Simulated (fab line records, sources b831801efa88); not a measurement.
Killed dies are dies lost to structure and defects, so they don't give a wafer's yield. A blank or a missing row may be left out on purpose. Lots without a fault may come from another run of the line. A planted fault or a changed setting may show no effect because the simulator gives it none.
Which tool did it? | flow gf180mcu | 14 lots, 39 wafers sampled, at 2 steps of a route of 602

WHAT THE GAUGES READ, wafer by wafer
GF_M5_OVL_MEAS_08. Usual: M5_OVL -1 nm, standard deviation 5.6.
lot  | measured     | on         | M5_OVL (nm) | flag
L128 | day 26 07:28 | overlay-02 | -1 -3       |
L129 | day 26 15:48 | overlay-01 | 7 14 7      |
L131 | day 27 07:14 | overlay-02 | 7 11 1      |
L132 | day 27 15:17 | overlay-01 | 3 -7 -2     |
L136 | day 28 19:57 | overlay-01 | 4 6 -2      |
L135 | day 28 21:40 | overlay-01 | -7 -9 -7    |
L137 | day 29 04:08 | overlay-02 | 5 5 5       |
L144 | day 30 22:50 | overlay-02 | -3 -1 -3    |
L145 | day 31 11:16 | overlay-02 | 9 3 12      |
L146 | day 31 13:41 | overlay-02 | -1 7 0      |
L148 | day 32 04:32 | overlay-02 | 3 -4        |
L149 | day 32 07:02 | overlay-02 | 2 0 6       |
L150 | day 32 15:05 | overlay-02 | 4 -3        |
L151 | day 32 19:47 | overlay-02 | 6 3 1       |

WHICH TOOL RAN EACH LOT (tool, then ch and the chambers of the sampled wafers, then the start)
lot  | GF_MIM_STRIP_20
L128 | plasma_asher-04 ch 1, day 25 10:08
L129 | plasma_asher-03 ch 0,1, day 25 18:17
L131 | plasma_asher-04 ch 0,1, day 26 10:33
L132 | plasma_asher-02 ch 0,1, day 26 17:42
L136 | plasma_asher-03 ch 0,1, day 28 00:17
L135 | plasma_asher-04 ch 0,1, day 28 01:45
L137 | plasma_asher-04 ch 0,1, day 28 09:14
L144 | plasma_asher-04 ch 0,1, day 30 04:15
L145 | plasma_asher-02 ch 0,1, day 30 16:07
L146 | plasma_asher-02 ch 0,1, day 30 19:43
L148 | plasma_asher-04 ch 0,1, day 31 11:17
L149 | plasma_asher-04 ch 0,1, day 31 13:13
L150 | plasma_asher-04 ch 0,1, day 31 21:47
L151 | plasma_asher-03 ch 0,1, day 32 02:49
- GF_MIM_STRIP_20: strips in O2/N2.

WHAT THE TOOLS THEMSELVES READ (means of the sampled wafers that have a number; where no wafer has one, the mark that the record gives instead)
GF_MIM_STRIP_20. Usual: drypump_motor_current_A 5.6 A, standard deviation 0.36; heater_power_w 326 W, standard deviation 47; oes_product_au 0.693 a.u., standard deviation 0.0046; strip_time_to_endpoint_s 11.26 s, standard deviation 0.044.
lot  | tool            | drypump_motor_current_A (A) | heater_power_w (W) | oes_product_au (a.u.) | strip_time_to_endpoint_s (s) | flag
L128 | plasma_asher-04 | 5.2                         | 273                | 0.696                 | 11.25                        |
L129 | plasma_asher-03 | 5.8                         | 376                | 0.690                 | 11.16                        |
L131 | plasma_asher-04 | 5.4                         | 311                | 0.692                 | 11.25                        |
L132 | plasma_asher-02 | 6.0                         | 355                | 0.690                 | 11.19                        |
L136 | plasma_asher-03 | 5.6                         | 317                | 0.693                 | 11.23                        |
L135 | plasma_asher-04 | 5.4                         | 310                | 0.699                 | 11.24                        |
L137 | plasma_asher-04 | 5.4                         | 308                | 0.691                 | 11.23                        |
L144 | plasma_asher-04 | 5.4                         | 309                | 0.694                 | 11.25                        |
L145 | plasma_asher-02 | 5.9                         | 351                | 0.694                 | 11.26                        |
L146 | plasma_asher-02 | 5.9                         | 356                | 0.696                 | 11.32                        |
L148 | plasma_asher-04 | 5.4                         | 298                | 0.697                 | 11.26                        |
L149 | plasma_asher-04 | 5.4                         | 311                | 0.693                 | 11.29                        |
L150 | plasma_asher-04 | 5.4                         | 308                | 0.699                 | 11.27                        |
L151 | plasma_asher-03 | 5.6                         | 302                | 0.689                 | 11.26                        |

THE ANSWER, worked out from the rows above alone
Rule: a lot is off if the mean of its wafers that have a number lies more than 3 standard deviations from the usual mean. A lot without any number at a reading at which 4 lots or more have one is off too. The other lots that the step has rows for count as sound. The gauges are gone through in route order, then the tools' own readings, and for those a lot's mean is taken as printed above. The first step at which some lot is off is used, and at that step the reading that is off furthest; a lot without a number counts as furthest.
No lot is off at any reading shown: from this, nothing can be told.

WHAT THE SIMULATOR HAD PUT IN
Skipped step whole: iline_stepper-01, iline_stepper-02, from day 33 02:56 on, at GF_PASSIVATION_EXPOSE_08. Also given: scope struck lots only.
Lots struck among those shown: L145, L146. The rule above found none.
